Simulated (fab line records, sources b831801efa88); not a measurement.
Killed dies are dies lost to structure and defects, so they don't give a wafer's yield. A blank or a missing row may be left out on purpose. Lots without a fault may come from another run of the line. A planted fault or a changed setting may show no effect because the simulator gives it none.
One fault seen from 2 desks | flow gf180mcu | each desk has only its own numbers; what lay behind them comes last

THE TOOL OWNER'S DESK: rie_diel-01
The tool's own readings at GF_V4_ETCH_17 (etches SiO2 in C4F8/O2/Ar, stops on TiN, target depth 630 nm): means of the sampled wafers that have a number, for each lot that ran on this tool. A lot is out of limits, marked OUT, if its mean lies more than 4 standard deviations from the usual mean; the brackets give that distance.
Columns: A = bias_w at GF_V4_ETCH_17, usual 1201 W; B = oes_product_au at GF_V4_ETCH_17, usual 0.856 a.u.
lot  | first seen here | A              | B
L962 | day 28 22:00    | 1200           | 0.852
L966 | day 29 23:00    | 1445 (+66) OUT | 0.859
This desk's finding: out of limits on L966; first on L966, day 29 23:00 (bias_w at GF_V4_ETCH_17). In limits: L962.

THE METROLOGY DESK
What the gauges read, lot by lot, whatever tool the lot ran on: means of the sampled wafers that have a number. A lot is out of limits, marked OUT, if its mean lies more than 4 standard deviations from the usual mean; the brackets give that distance.
Columns: A = V4_BOW at GF_V4_BOW_MEAS_05, usual 135 um; B = cd_nm at GF_V4_CD_MEAS_14, usual 260.5 nm; C = V4_OVL at GF_V4_OVL_MEAS_15, usual 3 nm
lot  | first seen here | A   | B     | C
L949 | day 23 19:26    | 133 | 260.8 | 3
L962 | day 28 03:09    | 144 | 260.3 | 5
L966 | day 29 04:38    | 121 | 261.6 | 3
L969 | day 30 00:41    | 133 | 261.7 | 8
L971 | day 30 20:38    | 131 | 259.7 | 12
This desk's finding: nothing out of limits on any of the 5 lots.

PUT TOGETHER
The tool owner's desk could have raised an alarm at day 29 23:00, on L966.
The metrology desk saw nothing out of limits.
The metrology desk has L966 on record, within its limits.
Of the lots named, all ran GF_V4_ETCH_17 on rie_diel-01.

WHAT THE SIMULATOR HAD PUT IN
Process parameter drift: rie_diel-01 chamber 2, from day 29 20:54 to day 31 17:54, at GF_V4_ETCH_17. Setting bias_w, moved by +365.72, from 1200. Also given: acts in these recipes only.
Lots struck among those shown: L966.
Hours from the fault's start to each desk's first reading out of limits: the tool owner's desk, 2.
